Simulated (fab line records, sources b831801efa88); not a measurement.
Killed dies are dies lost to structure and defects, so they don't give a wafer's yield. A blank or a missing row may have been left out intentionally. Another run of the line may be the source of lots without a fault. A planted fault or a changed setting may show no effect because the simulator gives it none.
What tool caused it? / flow sky130 / 11 lots, 33 wafers sampled, at 4 steps of a route of 708

== WHAT THE GAUGES SHOWED, per wafer ==
SKY_VT_ADJUST_HVTR_TW_MEAS_11. Usual: VT_ADJUST_HVTR_TW 211.1, standard deviation 1.1.
lot=L363; measured=day 9 14:16; on=film metro-03; VT_ADJUST_HVTR_TW=211.4 211.9 211.8; flag=
lot=L364; measured=day 10 00:08; on=film metro-02; VT_ADJUST_HVTR_TW=210.0 211.8 210.9; flag=
lot=L369; measured=day 11 10:16; on=film metro-04; VT_ADJUST_HVTR_TW=211.0 211.2 211.5; flag=
lot=L373; measured=day 12 12:58; on=film metro-02; VT_ADJUST_HVTR_TW=210.4 210.0 210.3; flag=
lot=L374; measured=day 12 21:31; on=film metro-03; VT_ADJUST_HVTR_TW=211.1 211.5 210.6; flag=
lot=L375; measured=day 13 04:08; on=film metro-03; VT_ADJUST_HVTR_TW=214.0 212.6 212.0; flag=
lot=L378; measured=day 13 23:23; on=film metro-03; VT_ADJUST_HVTR_TW=213.6 212.6 211.7; flag=
lot=L379; measured=day 14 09:43; on=film metro-04; VT_ADJUST_HVTR_TW=209.3 211.1 209.2; flag=
lot=L383; measured=day 15 17:38; on=film metro-03; VT_ADJUST_HVTR_TW=230.5 231.3 230.9; flag=OFF
lot=L384; measured=day 16 05:06; on=film metro-02; VT_ADJUST_HVTR_TW=229.9 228.6 229.0; flag=OFF
lot=L385; measured=day 16 09:04; on=film metro-03; VT_ADJUST_HVTR_TW=210.2 211.1 211.1; flag=

== EACH LOT AND THE TOOL THAT RAN IT (in order: tool; ch and the chambers of the sampled wafers; start) ==
lot=L363; SKY_FIELD_ISO_ETCH_14=rie diel-03 ch 0,1, day 2 06:23; SKY_NWELL_RTA_28=rtp anneal-01 ch 0, day 5 09:04; SKY_VT_ADJUST_HVTR_IMPLANT_09=implanter-03 ch 0, day 9 14:01
lot=L364; SKY_FIELD_ISO_ETCH_14=rie diel-01 ch 0,1,2, day 2 10:23; SKY_NWELL_RTA_28=rtp anneal-02 ch 0, day 5 18:33; SKY_VT_ADJUST_HVTR_IMPLANT_09=implanter-03 ch 0, day 9 23:53
lot=L369; SKY_FIELD_ISO_ETCH_14=rie diel-04 ch 1,2,3, day 3 12:53; SKY_NWELL_RTA_28=rtp anneal-01 ch 0, day 6 21:47; SKY_VT_ADJUST_HVTR_IMPLANT_09=implanter-01 ch 0, day 11 10:01
lot=L373; SKY_FIELD_ISO_ETCH_14=rie diel-01 ch 2,3, day 4 08:29; SKY_NWELL_RTA_28=rtp anneal-02 ch 0, day 7 20:22; SKY_VT_ADJUST_HVTR_IMPLANT_09=implanter-03 ch 0, day 12 12:43
lot=L374; SKY_FIELD_ISO_ETCH_14=rie diel-01 ch 0,1,2, day 4 13:59; SKY_NWELL_RTA_28=rtp anneal-01 ch 0, day 8 01:49; SKY_VT_ADJUST_HVTR_IMPLANT_09=implanter-02 ch 0, day 12 21:18
lot=L375; SKY_FIELD_ISO_ETCH_14=rie diel-03 ch 0,3, day 4 21:18; SKY_NWELL_RTA_28=rtp anneal-01 ch 0, day 8 09:05; SKY_VT_ADJUST_HVTR_IMPLANT_09=implanter-01 ch 0, day 13 03:53
lot=L378; SKY_FIELD_ISO_ETCH_14=rie diel-01 ch 0,1,2, day 5 11:21; SKY_NWELL_RTA_28=rtp anneal-01 ch 0, day 9 00:32; SKY_VT_ADJUST_HVTR_IMPLANT_09=implanter-01 ch 0, day 13 23:08
lot=L379; SKY_FIELD_ISO_ETCH_14=rie diel-04 ch 0,1,3, day 5 15:56; SKY_NWELL_RTA_28=rtp anneal-01 ch 0, day 9 09:45; SKY_VT_ADJUST_HVTR_IMPLANT_09=implanter-02 ch 0, day 14 09:28
lot=L383; SKY_FIELD_ISO_ETCH_14=rie diel-03 ch 0,1,2, day 6 13:51; SKY_NWELL_RTA_28=rtp anneal-01 ch 0, day 10 13:41; SKY_VT_ADJUST_HVTR_IMPLANT_09=implanter-02 ch 0, day 15 17:25
lot=L384; SKY_FIELD_ISO_ETCH_14=rie diel-01 ch 0,1,3, day 6 18:50; SKY_NWELL_RTA_28=rtp anneal-02 ch 0, day 10 21:41; SKY_VT_ADJUST_HVTR_IMPLANT_09=implanter-02 ch 0, day 16 04:52
lot=L385; SKY_FIELD_ISO_ETCH_14=rie diel-03 ch 0,3, day 7 01:17; SKY_NWELL_RTA_28=rtp anneal-01 ch 0, day 11 02:28; SKY_VT_ADJUST_HVTR_IMPLANT_09=implanter-03 ch 0, day 16 08:49
- SKY_FIELD_ISO_ETCH_14: etches BARC in N2/H2, stops on SiO2, time 45.9 s, target depth 60 nm.
- SKY_NWELL_RTA_28: time 30 s.
- SKY_VT_ADJUST_HVTR_IMPLANT_09

== WHAT THE TOOLS THEMSELVES READ (means of the sampled wafers that have a number; where no wafer has one, the mark that the record gives instead) ==
SKY_FIELD_ISO_ETCH_14. Usual: chamber pressure mTorr 30.001 mTorr, standard deviation 0.028; drypump motor current A 5.7 A, standard deviation 0.47; n2 flow sccm 99.99 sccm, standard deviation 0.29; oes product au 0.855 a.u., standard deviation 0.0049; throttle valve pct 13.225 %, standard deviation 0.0083.
lot=L363; tool=rie diel-03; chamber pressure mTorr (mTorr)=29.977; drypump motor current A (A)=5.8; n2 flow sccm (sccm)=100.06; oes product au (a.u.)=0.855; throttle valve pct (%)=13.224; flag=
lot=L364; tool=rie diel-01; chamber pressure mTorr (mTorr)=30.001; drypump motor current A (A)=5.4; n2 flow sccm (sccm)=99.55; oes product au (a.u.)=0.852; throttle valve pct (%)=13.223; flag=
lot=L369; tool=rie diel-04; chamber pressure mTorr (mTorr)=29.994; drypump motor current A (A)=5.8; n2 flow sccm (sccm)=100.01; oes product au (a.u.)=0.850; throttle valve pct (%)=13.228; flag=
lot=L373; tool=rie diel-01; chamber pressure mTorr (mTorr)=29.994; drypump motor current A (A)=5.7; n2 flow sccm (sccm)=99.82; oes product au (a.u.)=0.845; throttle valve pct (%)=13.225; flag=
lot=L374; tool=rie diel-01; chamber pressure mTorr (mTorr)=29.990; drypump motor current A (A)=5.4; n2 flow sccm (sccm)=100.17; oes product au (a.u.)=0.855; throttle valve pct (%)=13.227; flag=
lot=L375; tool=rie diel-03; chamber pressure mTorr (mTorr)=30.026; drypump motor current A (A)=6.0; n2 flow sccm (sccm)=100.03; oes product au (a.u.)=0.853; throttle valve pct (%)=13.230; flag=
lot=L378; tool=rie diel-01; chamber pressure mTorr (mTorr)=29.987; drypump motor current A (A)=5.4; n2 flow sccm (sccm)=100.11; oes product au (a.u.)=0.858; throttle valve pct (%)=13.227; flag=
lot=L379; tool=rie diel-04; chamber pressure mTorr (mTorr)=30.001; drypump motor current A (A)=5.6; n2 flow sccm (sccm)=100.18; oes product au (a.u.)=0.856; throttle valve pct (%)=13.218; flag=
lot=L383; tool=rie diel-03; chamber pressure mTorr (mTorr)=30.002; drypump motor current A (A)=5.8; n2 flow sccm (sccm)=100.09; oes product au (a.u.)=0.858; throttle valve pct (%)=13.224; flag=
lot=L384; tool=rie diel-01; chamber pressure mTorr (mTorr)=29.992; drypump motor current A (A)=5.7; n2 flow sccm (sccm)=100.00; oes product au (a.u.)=0.854; throttle valve pct (%)=13.229; flag=
lot=L385; tool=rie diel-03; chamber pressure mTorr (mTorr)=30.019; drypump motor current A (A)=6.0; n2 flow sccm (sccm)=99.94; oes product au (a.u.)=0.855; throttle valve pct (%)=13.220; flag=

SKY_NWELL_RTA_28. Usual: anneal temp c max 1057.6, standard deviation 1.4; lamp power pct 25.30 %, standard deviation 0.053; wafer_temp_C_max 1054.9, standard deviation 0.94.
lot=L363; tool=rtp anneal-01; anneal temp c max=1058.4; lamp power pct (%)=25.31; wafer_temp_C_max=1054.0; flag=
lot=L364; tool=rtp anneal-02; anneal temp c max=1058.4; lamp power pct (%)=25.26; wafer_temp_C_max=1054.6; flag=
lot=L369; tool=rtp anneal-01; anneal temp c max=1058.0; lamp power pct (%)=25.31; wafer_temp_C_max=1055.9; flag=
lot=L373; tool=rtp anneal-02; anneal temp c max=1056.1; lamp power pct (%)=25.31; wafer_temp_C_max=1055.2; flag=
lot=L374; tool=rtp anneal-01; anneal temp c max=1059.1; lamp power pct (%)=25.27; wafer_temp_C_max=1056.1; flag=
lot=L375; tool=rtp anneal-01; anneal temp c max=1055.9; lamp power pct (%)=25.27; wafer_temp_C_max=1055.6; flag=
lot=L378; tool=rtp anneal-01; anneal temp c max=1059.2; lamp power pct (%)=25.26; wafer_temp_C_max=1054.1; flag=
lot=L379; tool=rtp anneal-01; anneal temp c max=1056.5; lamp power pct (%)=25.35; wafer_temp_C_max=1054.2; flag=
lot=L383; tool=rtp anneal-01; anneal temp c max=1057.9; lamp power pct (%)=25.30; wafer_temp_C_max=1054.6; flag=
lot=L384; tool=rtp anneal-02; anneal temp c max=1056.9; lamp power pct (%)=25.31; wafer_temp_C_max=1054.0; flag=
lot=L385; tool=rtp anneal-01; anneal temp c max=1058.5; lamp power pct (%)=25.35; wafer_temp_C_max=1054.6; flag=

SKY_VT_ADJUST_HVTR_IMPLANT_09. Usual: beam energy keV 10.000, standard deviation 0.0031; dose ions cm2 2.1e+12, standard deviation 2.7e+09; faraday current uA 11.80, standard deviation 0.24.
lot=L363; tool=implanter-03; beam energy keV=10.000; dose ions cm2=2.1e+12; faraday current uA=11.90; flag=
lot=L364; tool=implanter-03; beam energy keV=9.999; dose ions cm2=2.1e+12; faraday current uA=11.90; flag=
lot=L369; tool=implanter-01; beam energy keV=9.999; dose ions cm2=2.1e+12; faraday current uA=11.92; flag=
lot=L373; tool=implanter-03; beam energy keV=10.002; dose ions cm2=2.1e+12; faraday current uA=12.00; flag=
lot=L374; tool=implanter-02; beam energy keV=10.003; dose ions cm2=2.1e+12; faraday current uA=11.82; flag=
lot=L375; tool=implanter-01; beam energy keV=10.000; dose ions cm2=2.1e+12; faraday current uA=11.62; flag=
lot=L378; tool=implanter-01; beam energy keV=10.002; dose ions cm2=2.1e+12; faraday current uA=11.95; flag=
lot=L379; tool=implanter-02; beam energy keV=10.001; dose ions cm2=2.1e+12; faraday current uA=11.72; flag=
lot=L383; tool=implanter-02; beam energy keV=9.998; dose ions cm2=2.9e+12; faraday current uA=16.27; flag=OFF
lot=L384; tool=implanter-02; beam energy keV=9.997; dose ions cm2=2.9e+12; faraday current uA=16.25; flag=OFF
lot=L385; tool=implanter-03; beam energy keV=9.999; dose ions cm2=2.1e+12; faraday current uA=11.71; flag=

== THE ANSWER, worked out from the rows above alone ==
Rule: a lot is off if the mean of its wafers that have a number lies more than 3 standard deviations from the usual mean. A lot without any number at a reading at which 4 lots or more have one is off too. All remaining lots with rows at the step are treated as sound. Order of review: gauges by route order, followed by the tools' own readings, for which a lot's mean as printed above is used. At the first step where some lot is off, the reading lying furthest off is the one used; lots without a number count as furthest.
Off: at SKY_VT_ADJUST_HVTR_TW_MEAS_11 (VT_ADJUST_HVTR_TW), L383, L384.
If a tool, at a process step before that reading, ran all the lots that are off and no sound lot after the first of them, it fits. The gauges at SKY_VT_ADJUST_HVTR_TW_MEAS_11 aren't tried: what is off there is off at SKY_VT_ADJUST_HVTR_IMPLANT_09 too, on other tools, and a gauge's error can't cause that. One fits: SKY_VT_ADJUST_HVTR_IMPLANT_09 on implanter-02. A fault onset in the window from L379 (day 14 09:28, its last sound lot) to L383 (day 15 17:25, its first lot off) fits.
The tool's own readings at SKY_VT_ADJUST_HVTR_IMPLANT_09 bear it out: on the lots that are off they differ by more than 5 times the standard deviation of the sound lots' means. dose ions cm2 reads 2.9e+12 there against 2.1e+12 on the sound lots; faraday current uA reads 16.26 there against 11.84 on the sound lots.

== WHAT WAS PUT IN BY THE SIMULATOR ==
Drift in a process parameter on implanter-02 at SKY_VT_ADJUST_HVTR_IMPLANT_09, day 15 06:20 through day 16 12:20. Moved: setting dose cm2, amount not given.
Shown lots that were struck: L383, L384. Same finding as the rule above.
